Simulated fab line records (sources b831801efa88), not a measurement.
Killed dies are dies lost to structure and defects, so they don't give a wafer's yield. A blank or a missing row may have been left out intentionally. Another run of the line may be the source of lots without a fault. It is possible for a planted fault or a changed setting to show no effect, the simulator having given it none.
fab line records | flow gf180mcu | part 2 of 2: steps 31 to 41 of 41
[record] lots = 5 wafers = 15 last_day = 33
route steps=602 shown SAB@267 SALICIDE@278 CONTACT@287
lots untouched by any fault: they come from a run of this same line in which no faults occurred
start_h: start of the lot's first displayed wafer, in hours after the record's first day | wait_h: hours from the lot's prior step to this one | " as in the row above | L1.1+2: a row that stands for several wafers | - either no value or no given start | * or withheld: withheld | < > ~ a bound
route shown NAME@n: NAME is a module with steps in the file, n the number in the route of the first one | usual: average and standard deviation across the fault-free wafers | same: alike in all rows | chamber/n: place in a boat | sites: the reading at each site | _std_site: how widely they spread, as a standard deviation | _edge_site: outer sites' mean less inner sites' | radius_mm: how far each site lies from the wafer's centre | mask NAME#n: copy n | behind: tool/chamber where the wafer was last shaped | hold: reason for holding the lot/hours on hold/outcome of the hold | device: names the non-switching transistor (n, p or np) | end of line: at the end of the route, the tests of the same wafers | for a step that has no rows: nothing shown but its recipe | killed: the dies lost at the first sort to structure and to defects; this is not the yield of the wafer | map: the dies of a wafer, with x for killed, . for not killed, _ for no die there
set.NAME: the run value of the setting; set.NAME@STEP: its run value at that earlier step | model.NAME: the simulator's own value behind a step, which no gauge read
certain route steps with their lots: each step a table, each wafer a row
services: when a tool's chamber went out of use (start_h, in hours from the record's first day, below 0 if earlier), for how many hours, and the reason
[[steps]]
[step GF_CONTACT_SOFTBAKE_10]
[recipe] temp_c = 130 time_s = 62.09 resist = KrF
[usual] plate_sensor_t_centre_C = 131.01/0.011 plate_sensor_t_edge_C = 131.21/0.0099
// columns lot.wafer tool chamber start_h wait_h plate_sensor_t_centre_C plate_sensor_t_edge_C
L075.1 litho_track-03 0 - - 131.03 131.21
L075.3 " 0 " " 131 131.2
L075.6 " 0 " " 131.02 131.19
L081.1 litho_track-03 0 - - 131.01 131.22
L081.2 " 0 " " 130.99 131.21
L081.5 " 0 " " 131.03 131.22
L084.1 litho_track-01 0 - - 131.01 131.2
L084.2 " 0 " " 131.02 131.2
L084.4 " 0 " " 131.03 131.22
L088.1 litho_track-01 0 - - 131.02 131.21
L088.2 " 0 " " 131.01 131.22
L088.3 " 0 " " 131.03 131.2
L091.1 litho_track-03 0 - - 131.01 131.19
L091.2 " 0 " " 131.01 131.21
L091.5 " 0 " " 131.03 131.21
[step GF_CONTACT_EXPOSE_11]
[recipe] mask_id = Contact target_cd_nm = 220 na = 0.68 source_shape = conventional sigma_outer = 0.6 dose_mj = 38
[same] sigma_outer = 0.6
// columns lot.wafer tool chamber start_h wait_h mask
L075.1+3+6 krf_scanner-01 0 - - Contact#0
L081.1+2+5 krf_scanner-01 0 - - Contact#0
L084.1+2+4 krf_scanner-01 0 - - Contact#0
L088.1+2+3 krf_scanner-01 0 - - Contact#0
L091.1+2+5 krf_scanner-02 0 - - Contact#0
[step GF_CONTACT_PEB_12]
[recipe] peb_temp_c = 135 peb_time_s = 90 resist = KrF
// columns lot.wafer tool chamber start_h wait_h
L075.1+3+6 litho_track-03 0 - -
L081.1+2+5 litho_track-03 0 - -
L084.1+2+4 litho_track-01 0 - -
L088.1+2+3 litho_track-03 0 - -
L091.1+2+5 litho_track-01 0 - -
[step GF_CONTACT_DEVELOP_13]
[recipe] develop_time_s = 60 resist = KrF dev_temp_c = 21
// columns lot.wafer tool chamber start_h wait_h
L075.1+3+6 litho_track-03 0 372.82 0.2
L081.1+2+5 litho_track-03 0 422.82 0.2
L084.1+2+4 litho_track-01 0 451.11 0.2
L088.1+2+3 litho_track-03 0 488.02 0.2
L091.1+2+5 litho_track-01 0 511.21 0.2
[step GF_CONTACT_CD_MEAS_14]
[recipe] target_cd_nm = 220
[usual] cd_nm = 219.7/1.5
// columns lot.wafer tool chamber start_h wait_h cd_nm
L075.1 cd_sem-01 - 372.97 0.1 218.7
L075.3 " - " " 219.8
L075.6 " - " " 219.6
L081.1 cd_sem-01 - 422.97 0.1 219.1
L081.2 " - " " 219.3
L081.5 " - " " 220.3
L084.1 cd_sem-01 - 451.26 0.1 217.5
L084.2 " - " " 215.8
L084.4 " - " " 218.8
L088.1 cd_sem-02 - 488.17 0.1 219.3
L088.2 " - " " 219.5
L088.3 " - " " 219.4
L091.1 cd_sem-01 - 511.36 0.1 220.2
L091.2 " - " " 219.8
L091.5 " - " " 219.6
[step GF_CONTACT_OVL_MEAS_15]
[usual] CONTACT_OVL = 3/5.7
// columns lot.wafer tool chamber start_h wait_h CONTACT_OVL[nm]
L075.1 overlay-02 - 373.09 0.1 10
L075.3 " - " " 13
L075.6 " - " " 7
L081.1 overlay-01 - 423.09 0.1 -5
L081.2 " - " " -6
L081.5 " - " " -16
L084.1 overlay-02 - 451.38 0.1 -4
L084.2 " - " " 0
L084.4 " - " " 7
L088.1 overlay-01 - 488.29 0.1 1
L088.2 " - " " -1
L088.3 " - " " -3
L091.1 overlay-01 - 511.48 0.1 12
L091.2 " - " " 6
L091.5 " - " " 5
[step GF_CONTACT_ETCH_16]
[recipe] chemistry = N2/H2 target_depth_a = withheld overetch_a = withheld time_s = withheld target = BARC ion_energy_ev = 200 source_w = 500 bias_w = 100 pressure_mtorr = 30 n2_flow_sccm = 100 h2_flow_sccm = 200
[usual] drypump_motor_current_A = 5.9/0.46 oes_product_au = 0.855/0.0051 throttle_valve_pct = 13.225/0.0089
// columns lot.wafer tool chamber start_h wait_h drypump_motor_current_A oes_product_au throttle_valve_pct
L075.1 rie_diel-03 0 373.12 0.0 6.0 0.850 13.237
L075.3 " 3 " " 5.5 0.855 13.215
L075.6 " 3 " " 5.5 0.857 13.241
L081.1 rie_diel-02 0 423.12 0.0 5.3 0.863 13.219
L081.2 " 3 " " 5.8 0.858 13.219
L081.5 " 3 " " 5.8 0.862 13.217
L084.1 rie_diel-01 3 451.42 0.0 5.4 0.854 13.210
L084.2 " 0 " " 6.0 0.863 13.231
L084.4 " 2 " " 6.3 0.862 13.232
L088.1 rie_diel-03 2 488.32 0.0 6.7 0.857 13.229
L088.2 " 0 " " 6.1 0.854 13.224
L088.3 " 3 " " 5.5 0.850 13.222
L091.1 rie_diel-03 2 511.52 0.0 6.8 0.856 13.224
L091.2 " 1 " " 6.1 0.857 13.245
L091.5 " 0 " " 6.1 0.851 13.234
[step GF_CONTACT_ETCH_17]
[recipe] chemistry = C4F8/O2/Ar mask_material = KrF target = SiO2 stop_on = CoSi2 source_w = 1500 bias_w = 1200 pressure_mtorr = 40 c4f8_flow_sccm = withheld O2_flow_sccm = 6 Ar_flow_sccm = 300 time_s = withheld target_depth_a = 8600
[usual] oes_product_au = 0.814/0.0053
// columns lot.wafer tool chamber start_h wait_h oes_product_au
L075.1 rie_diel-03 0 - - 0.812
L075.3 " 3 " " 0.808
L075.6 " 3 " " 0.805
L081.1 rie_diel-02 0 - - 0.817
L081.2 " 3 " " 0.813
L081.5 " 3 " " 0.817
L084.1 rie_diel-01 3 - - 0.812
L084.2 " 0 " " 0.819
L084.4 " 2 " " 0.819
L088.1 rie_diel-03 2 - - 0.803
L088.2 " 0 " " 0.809
L088.3 " 3 " " 0.812
L091.1 rie_diel-03 2 - - 0.817
L091.2 " 1 " " 0.811
L091.5 " 0 " " 0.817
[step GF_CONTACT_STRIP_18]
[recipe] chemistry = O2/N2 power_w = 1400 pressure_mtorr = 1500 platen_temp_c = 250 o2_flow_sccm = 3000 n2_flow_sccm = 300 overash_fraction = 0.5
[usual] drypump_motor_current_A = 5.6/0.52 heater_power_w = 334/26 o2_flow_sccm = 2999/9.9 oes_product_au = 0.580/0.005
[same] overash_fraction = 0.5
// columns lot.wafer tool chamber start_h wait_h drypump_motor_current_A heater_power_w o2_flow_sccm oes_product_au rf_hours_counter_h
L075.1 plasma_asher-01 1 373.29 - 4.9 328 3003 0.588 71
L075.3 " 1 " " 4.9 339 2996 0.579 -
L075.6 " 1 " " 4.9 347 2994 0.586 -
L081.1 plasma_asher-03 0 423.29 - 4.9 352 2991 0.582 61
L081.2 " 1 " " 5.9 293 2982 0.582 61
L081.5 " 0 " " 4.9 339 2991 0.583 -
L084.1 plasma_asher-03 1 451.58 - 5.8 293 2986 0.574 64
L084.2 " 0 " " 5.0 338 2994 0.571 64
L084.4 " 1 " " 5.9 294 3000 0.575 -
L088.1 plasma_asher-03 0 488.49 - 5.0 352 3005 0.574 68
L088.2 " 1 " " 5.8 302 2990 0.582 68
L088.3 " 0 " " 5.0 352 3008 0.578 -
L091.1 plasma_asher-01 0 511.68 - 5.9 376 2979 0.576 9
L091.2 " 1 " " 4.9 354 3005 0.577 9
L091.5 " 1 " " 4.9 345 3008 0.587 -
[step GF_CONTACT_CLEAN_19]
[recipe] chemistry = SPM
// columns lot.wafer tool chamber start_h wait_h
L075.1+3+6 wet_bench-01 0 373.39 0.1
L081.1+2+5 wet_bench-02 1 423.39 0.1
L084.1+2+4 wet_bench-03 0 451.68 0.1
L088.1+2+3 wet_bench-02 2 488.59 0.1
L091.1+2+5 wet_bench-02 2 511.78 0.1
[step GF_CONTACT_CLEAN_20]
[recipe] chemistry = DIW
// columns lot.wafer tool chamber start_h wait_h
L075.1+3+6 wet_bench-02 3 373.48 0.0
L081.1+2+5 wet_bench-03 1 423.48 0.0
L084.1+2+4 wet_bench-03 1 451.77 0.0
L088.1+2+3 wet_bench-03 1 488.68 0.0
L091.1+2+5 wet_bench-03 1 511.87 0.0
[[services]]
// columns tool chamber start_h hours kind
rtp_anneal-01 - 322.91 4.1 pm
iline_stepper-01 - 352.92 8.4 repair
iline_stepper-01 - 361.24 5.4 repair
cmp-01 - 376.03 8.3 pm
krf_scanner-01 - 379.23 4.4 pm
hdpcvd-01 0 393.57 5.4 repair
pvd_sputter-04 - 403.45 2.7 repair
rie_diel-01 2 403.65 1.2 repair
rie_diel-01 1 406.35 2.3 repair
krf_scanner-01 - 408.27 0.8 pm
krf_scanner-01 - 412.30 1.3 pm
plasma_asher-01 - 421.25 9.0 pm
rie_diel-03 1 426.22 6.7 repair
krf_scanner-01 - 441.93 3.8 repair
pvd_sputter-04 - 447.13 9.4 repair
rtp_anneal-02 - 450.57 4.1 pm
krf_scanner-01 - 453.14 1.0 pm
rtp_anneal-02 - 464.95 5.0 pm
krf_scanner-01 - 466.53 1.1 repair
wet_bench-02 - 468.18 1.9 pm
pvd_sputter-04 - 475.97 1.0 repair
krf_scanner-01 - 482.13 3.6 repair
wet_bench-03 - 504.83 1.1 repair
pvd_sputter-04 - 505.59 2.3 repair
